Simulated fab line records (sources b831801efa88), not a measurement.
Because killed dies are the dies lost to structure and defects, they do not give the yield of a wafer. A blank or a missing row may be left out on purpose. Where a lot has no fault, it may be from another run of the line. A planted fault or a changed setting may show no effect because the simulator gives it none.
What tool caused it? + flow sky130 + 33 wafers from 11 lots sampled at 2 of the route's 708 steps

== WHAT THE GAUGES SHOWED, per wafer ==
SKY_METAL1_OVL_MEAS_16.
| lot  | measured     | on         | METAL1_OVL (nm) |
|------|--------------|------------|-----------------|
| L188 | day 32 19:02 | overlay-01 | 6 -6 4          |
| L189 | day 33 15:08 | overlay-02 | 3 5 1           |
| L190 | day 33 20:49 | overlay-02 | -1 -7 0         |
| L192 | day 35 05:53 | overlay-02 | -3 3 -1         |
| L194 | day 35 09:29 | overlay-02 | 3 3 8           |
| L193 | day 35 10:39 | overlay-02 | 4 -1 -2         |
| L200 | day 36 23:53 | overlay-01 | -2 -2 0         |
| L205 | day 38 12:02 | overlay-02 | 2 6 -6          |
| L207 | day 39 03:28 | overlay-02 | 16 15 10        |
| L209 | day 39 19:26 | overlay-02 | 7 6 9           |
| L210 | day 39 23:14 | overlay-01 | -5 -11 -3       |

== EACH LOT AND THE TOOL THAT RAN IT (in order: tool; ch and the chambers of the sampled wafers; start) ==
| lot  | SKY_METAL1_SPUTTER_01       |
|------|-----------------------------|
| L188 | pvdSputter-04, day 31 14:47 |
| L189 | pvdSputter-01, day 32 12:05 |
| L190 | pvdSputter-01, day 32 18:15 |
| L192 | pvdSputter-03, day 34 03:40 |
| L194 | pvdSputter-01, day 34 05:59 |
| L193 | pvdSputter-01, day 34 06:45 |
| L200 | pvdSputter-04, day 35 21:25 |
| L205 | pvdSputter-03, day 37 09:57 |
| L207 | pvdSputter-04, day 38 02:11 |
| L209 | pvdSputter-03, day 38 18:25 |
| L210 | pvdSputter-03, day 38 21:53 |
- SKY_METAL1_SPUTTER_01: material TiN, target thk 20 nm, time 16.7 s.

== THE ANSWER, worked out from the rows above alone ==
Rule: usual is defined by the lots themselves. The widest of any qualifying gaps counts: lots, ordered by their means at a reading, are off when they make up no more than a third of the lots, leave a main group of 4 or more, and stand apart from it by 3 or more times the standard deviation of that group's means. Not used: any main group whose means are identical at the precision the tables above print for the reading. Also off: a lot with no number at a reading for which 4 or more lots have one. The other lots that the step has rows for count as sound.
Across all readings shown, no lot is off: no conclusion can be drawn from this.

== WHAT THE SIMULATOR HAD PUT IN ==
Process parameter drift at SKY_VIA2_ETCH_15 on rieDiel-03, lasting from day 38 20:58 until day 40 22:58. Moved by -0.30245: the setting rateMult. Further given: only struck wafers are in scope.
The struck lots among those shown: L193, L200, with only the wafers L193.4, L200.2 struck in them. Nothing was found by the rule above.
